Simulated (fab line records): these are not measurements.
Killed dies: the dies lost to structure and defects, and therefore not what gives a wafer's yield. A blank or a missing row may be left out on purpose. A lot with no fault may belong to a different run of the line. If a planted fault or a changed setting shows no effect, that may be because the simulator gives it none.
Which tool was responsible? -- flow sky130 -- Sampling: 12 lots, 36 wafers, 6 of 708 route steps

== WHAT THE GAUGES READ, wafer by wafer ==
SKY_SD_P_OVL_MEAS_08.
lot,measured,on,SD_P_OVL (nm)
L611,day 27 07:05,overlay-02,1.5 0.9 0.0
L612,day 27 09:14,overlay-02,3.8 3.1 3.6
L613,day 27 11:16,overlay-01,-0.4 0.2 0.4
L616,day 27 19:16,overlay-02,0.0 -1.1 -1.0
L618,day 28 15:11,overlay-01,-1.5 -0.4 -0.1
L621,day 29 15:46,overlay-02,1.3 -0.6 1.3
L624,day 31 02:11,overlay-02,2.2 1.6 2.5
L623,day 31 04:56,overlay-01,-0.3 1.2 -0.1
L628,day 31 16:47,overlay-01,-1.7 -0.5 -1.5
L630,day 32 11:53,overlay-01,-1.0 -0.1 1.1
L631,day 32 17:13,overlay-01,0.6 1.5 0.8
L632,day 32 22:05,overlay-01,0.9 -1.4 -0.4

SKY_SD_N_TW_MEAS_12.
lot,measured,on,SD_N_TW
L611,day 29 14:58,film-metro-03,3918 3947 3960
L612,day 29 18:25,film-metro-01,3990 3999 4024
L613,day 29 19:50,film-metro-03,3957 3976 3971
L616,day 30 02:58,film-metro-03,3974 3994 3973
L618,day 30 22:32,film-metro-01,3939 3945 3970
L621,day 32 00:31,film-metro-01,4009 4005 3988
L624,day 33 10:17,film-metro-02,4011 4027 4016
L623,day 33 12:23,film-metro-03,3968 3981 3955
L628,day 33 23:32,film-metro-03,3956 3979 3942
L630,day 34 18:26,film-metro-01,4002 3993 3979
L631,day 35 00:42,film-metro-03,3944 3926 3944
L632,day 35 04:55,film-metro-02,4046 4049 4072

SKY_SD_N_RS_MEAS_16: the measuring method here is four-point-probe.
lot,measured,on,SD_N_RS (ohm/sq)
L611,day 29 15:19,film-metro-01,68.47 68.39 68.50
L612,day 29 18:42,film-metro-01,68.48 68.61 68.59
L613,day 29 20:11,film-metro-01,68.29 68.53 68.48
L616,day 30 03:16,film-metro-01,73.79 73.64 73.76 73.67 73.74 73.80
L618,day 30 22:50,film-metro-02,73.69 73.73 73.80 73.73 73.89 73.86
L621,day 32 00:48,film-metro-02,68.52 68.49 68.39
L624,day 33 10:37,film-metro-01,68.57 68.49 68.39
L623,day 33 12:42,film-metro-01,68.36 68.39 68.22
L628,day 33 23:51,film-metro-03,68.50 68.35 68.35
L630,day 34 18:43,film-metro-01,68.51 68.41 68.23
L631,day 35 01:01,film-metro-01,68.45 68.33 68.39
L632,day 35 05:12,film-metro-01,68.32 68.22 68.16

SKY_SD_N_RS_MEAS_17: the measuring method here is four-point-probe.
lot,measured,on,SD_P_RS (ohm/sq)
L611,day 29 15:26,film-metro-01,146.5 146.4 146.7
L612,day 29 18:49,film-metro-01,146.6 146.5 146.6
L613,day 29 20:19,film-metro-01,146.6 146.2 146.2
L616,day 30 06:40,film-metro-01,178.3 178.2 178.1 178.2 177.8 178.3
L618,day 31 04:20,film-metro-02,178.2 177.8 178.5 178.1 178.3 178.5
L621,day 32 00:55,film-metro-02,146.3 146.2 146.3
L624,day 33 10:44,film-metro-01,146.4 145.5 146.3
L623,day 33 12:49,film-metro-01,146.7 146.0 146.2
L628,day 33 23:58,film-metro-03,146.2 146.5 146.0
L630,day 34 18:50,film-metro-01,146.4 146.4 145.9
L631,day 35 01:08,film-metro-01,146.3 146.0 146.4
L632,day 35 05:19,film-metro-01,145.9 146.2 145.7

SKY_LI_CONTACT_CD_MEAS_12: target cd 170 nm.
lot,measured,on,cd-nm (nm)
L611,day 30 20:02,cd-sem-01,171.3 170.5 172.2
L612,day 30 22:17,cd-sem-01,170.3 170.6 171.7
L613,day 31 00:59,cd-sem-01,168.2 169.0 168.4
L621,day 33 05:14,cd-sem-02,171.9 171.7 170.1
L624,day 34 14:04,cd-sem-01,170.0 171.4 170.5
L623,day 34 16:41,cd-sem-01,171.4 171.0 170.9
L628,day 35 03:38,cd-sem-02,167.7 169.1 169.5
L630,day 35 23:01,cd-sem-02,169.9 170.6 170.3
L631,day 36 03:33,cd-sem-02,169.4 168.6 168.1
L632,day 36 08:05,cd-sem-02,170.6 170.1 172.0

== TOOL THAT RAN EACH LOT (tool first, then ch and the chambers of the sampled wafers, then the start) ==
lot,SKY_SD_N_RTA_14
L611,"rtp-anneal-02 ch 0, day 29 15:08"
L612,"rtp-anneal-01 ch 0, day 29 18:31"
L613,"rtp-anneal-02 ch 0, day 29 19:57"
L616,"rtp-anneal-01 ch 0, day 30 03:05"
L618,"rtp-anneal-01 ch 0, day 30 22:38"
L621,"rtp-anneal-02 ch 0, day 32 00:38"
L624,"rtp-anneal-01 ch 0, day 33 10:26"
L623,"rtp-anneal-01 ch 0, day 33 12:30"
L628,"rtp-anneal-01 ch 0, day 33 23:40"
L630,"rtp-anneal-01 ch 0, day 34 18:32"
L631,"rtp-anneal-02 ch 0, day 35 00:49"
L632,"rtp-anneal-01 ch 0, day 35 05:02"
- SKY_SD_N_RTA_14: time 2 s.

== AS READ BY THE TOOLS THEMSELVES (means over the sampled wafers that have a number; for cases with no such wafer, the mark the record gives instead) ==
SKY_SD_N_RTA_14.
lot,tool,lamp-power-pct (%),wafer_temp_C_max
L611,rtp-anneal-02,15.75,1077.8
L612,rtp-anneal-01,15.71,1078.0
L613,rtp-anneal-02,15.75,1078.4
L616,rtp-anneal-01,14.56,1078.9
L618,rtp-anneal-01,14.60,1079.2
L621,rtp-anneal-02,15.76,1078.7
L624,rtp-anneal-01,15.73,1076.8
L623,rtp-anneal-01,15.72,1078.7
L628,rtp-anneal-01,15.77,1077.2
L630,rtp-anneal-01,15.74,1077.4
L631,rtp-anneal-02,15.76,1078.5
L632,rtp-anneal-01,15.75,1078.2

== THE ANSWER, worked out from the rows above alone ==
Rule: the usual values come from the lots themselves. The widest of any qualifying gaps counts: lots, ordered by their means at a reading, are off when they make up no more than a third of the lots, leave a main group of 4 or more, and stand apart from it by 3 or more times the standard deviation of that group's means. A main group whose means are all the same, to the digits that the tables above print for the reading, isn't used. Also off: a lot with no number at a reading for which 4 or more lots have one. Any other lot the step has rows for is counted as sound. First the gauges in route order, then the tools' own readings, where a lot's mean is used as printed above. At the first step where some lot is off, the reading lying furthest off is the one used; lots without a number count as furthest.
Off: L616, L618, seen at SKY_SD_N_RS_MEAS_16 (SD_N_RS). Mean 68.41 ohm/sq and standard deviation 0.086 in the main group.
A tool fits if, at a process step before that reading, it ran every lot that is off, and no sound lot after the first of them. The gauges at SKY_SD_N_RS_MEAS_16 aren't tried: what is off there is off at SKY_SD_N_RTA_14 too, on other tools, and a gauge's error can't cause that. None of those tried fits.

== WHAT THE SIMULATOR PUT IN ==
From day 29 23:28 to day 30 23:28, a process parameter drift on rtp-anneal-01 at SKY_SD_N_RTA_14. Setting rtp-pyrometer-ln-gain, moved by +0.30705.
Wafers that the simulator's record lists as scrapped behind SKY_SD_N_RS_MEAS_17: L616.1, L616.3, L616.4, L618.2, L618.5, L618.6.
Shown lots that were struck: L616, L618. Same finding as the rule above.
